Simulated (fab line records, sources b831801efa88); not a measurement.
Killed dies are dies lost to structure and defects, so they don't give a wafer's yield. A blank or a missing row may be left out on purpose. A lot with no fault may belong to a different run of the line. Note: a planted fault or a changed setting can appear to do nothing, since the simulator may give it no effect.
Tool commonality check | flow gf180mcu | 33 wafers sampled across 11 lots

== THE REASON FOR OPENING IT ==
2 of 11 lots carry a flag on the reading NSD_TW at GF_NSD_TW_MEAS_12. Fault-free wafers read 4240, with a standard deviation of 55.
Rule: a lot is flagged in two cases, either no wafer of it has a number, or all its wafers with numbers fall more than 4 standard deviations from that mean. As for the other lots, they are considered sound.

lot  | measured     | on           | NSD_TW, wafer by wafer | flag
L582 | day 13 18:11 | filmMetro-04 | 4285 4311 4320         | 
L585 | day 14 23:02 | filmMetro-01 | 4235 4252 4240         | 
L588 | day 15 14:49 | filmMetro-03 | 4191 4194 4175         | 
L591 | day 16 19:59 | filmMetro-01 | 4257 4238 4206         | 
L595 | day 18 01:15 | filmMetro-01 | 3866 3856 3852         | FLAGGED
L593 | day 18 06:13 | filmMetro-04 | 3927 3923 3908         | FLAGGED
L596 | day 18 12:52 | filmMetro-03 | 4204 4203 4184         | 
L597 | day 19 00:26 | filmMetro-01 | 4268 4259 4274         | 
L598 | day 19 03:49 | filmMetro-03 | 4161 4156 4154         | 
L601 | day 20 11:05 | filmMetro-01 | 4257 4252 4237         | 
L604 | day 21 05:46 | filmMetro-03 | 4201 4187 4176         | 
On average the flagged lots' numbers are 3889, which is -351 against the usual, or -6 standard deviations.

== WHICH TOOL EACH LOT WENT THROUGH ==
The record holds 2 process steps before the reading, out of a route of 602 steps. Each cell gives the tool, then ch followed by the chambers the sampled wafers passed through, then the start.
lot  | flag    | GF_NSD_IMPLANT_09               | GF_NSD_STRIP_11
L582 |         | implanter-03 ch 0, day 13 17:49 | plasmaAsher-03 ch 0,1, day 13 18:06
L585 |         | implanter-02 ch 0, day 14 22:38 | plasmaAsher-01 ch 0,1, day 14 22:56
L588 |         | implanter-02 ch 0, day 15 14:26 | plasmaAsher-04 ch 0,1, day 15 14:43
L591 |         | implanter-01 ch 0, day 16 19:35 | plasmaAsher-04 ch 0,1, day 16 19:53
L595 | FLAGGED | implanter-03 ch 0, day 18 00:52 | plasmaAsher-04 ch 0,1, day 18 01:08
L593 | FLAGGED | implanter-03 ch 0, day 18 05:49 | plasmaAsher-03 ch 0,1, day 18 06:07
L596 |         | implanter-02 ch 0, day 18 12:28 | plasmaAsher-01 ch 0,1, day 18 12:46
L597 |         | implanter-02 ch 0, day 19 00:04 | plasmaAsher-04 ch 0,1, day 19 00:20
L598 |         | implanter-02 ch 0, day 19 03:26 | plasmaAsher-03 ch 0,1, day 19 03:43
L601 |         | implanter-01 ch 0, day 20 10:43 | plasmaAsher-03 ch 0,1, day 20 10:59
L604 |         | implanter-03 ch 0, day 21 05:23 | plasmaAsher-03 ch 0,1, day 21 05:40
What the steps here do:
- GF_NSD_IMPLANT_09
- GF_NSD_STRIP_11: strips in O2/N2.
- GF_NSD_TW_MEAS_12

== FLAGGED OVER TOTAL, TOOL BY TOOL (the gauges that took the reading come last) ==
step              | tool           | lots run | flagged | share of the flagged lots | sound lots run after its first flagged lot
GF_NSD_IMPLANT_09 | implanter-01   | 2        | 0       | none                      | -
GF_NSD_IMPLANT_09 | implanter-02   | 5        | 0       | none                      | -
GF_NSD_IMPLANT_09 | implanter-03   | 4        | 2       | all                       | 1 (L604)
GF_NSD_STRIP_11   | plasmaAsher-01 | 2        | 0       | none                      | -
GF_NSD_STRIP_11   | plasmaAsher-03 | 5        | 1       | some                      | 3 (L598,L601,L604)
GF_NSD_STRIP_11   | plasmaAsher-04 | 4        | 1       | some                      | 1 (L597)
GF_NSD_TW_MEAS_12 | filmMetro-01   | 5        | 1       | some                      | 2 (L597,L601)
GF_NSD_TW_MEAS_12 | filmMetro-03   | 4        | 0       | none                      | -
GF_NSD_TW_MEAS_12 | filmMetro-04   | 2        | 1       | some                      | 0

== WHAT THE TABLE PERMITS ==
All flagged lots share 1 row of the table, namely implanter-03 at GF_NSD_IMPLANT_09.
- implanter-03 at GF_NSD_IMPLANT_09 ran 4 lots, 2 of them flagged. After the first flagged lot (L604), sound lots still ran on it; a lasting fault on the whole tool would not permit that. Its own readings lie more than 4 standard deviations out on every wafer of the flagged lots: beamOnS, doseIonsCm2, endStationPressureTorr, faradayCurrentUA.
No row of the table ran every flagged lot and no sound lot after the first.

== WHAT WAS PUT IN BY THE SIMULATOR ==
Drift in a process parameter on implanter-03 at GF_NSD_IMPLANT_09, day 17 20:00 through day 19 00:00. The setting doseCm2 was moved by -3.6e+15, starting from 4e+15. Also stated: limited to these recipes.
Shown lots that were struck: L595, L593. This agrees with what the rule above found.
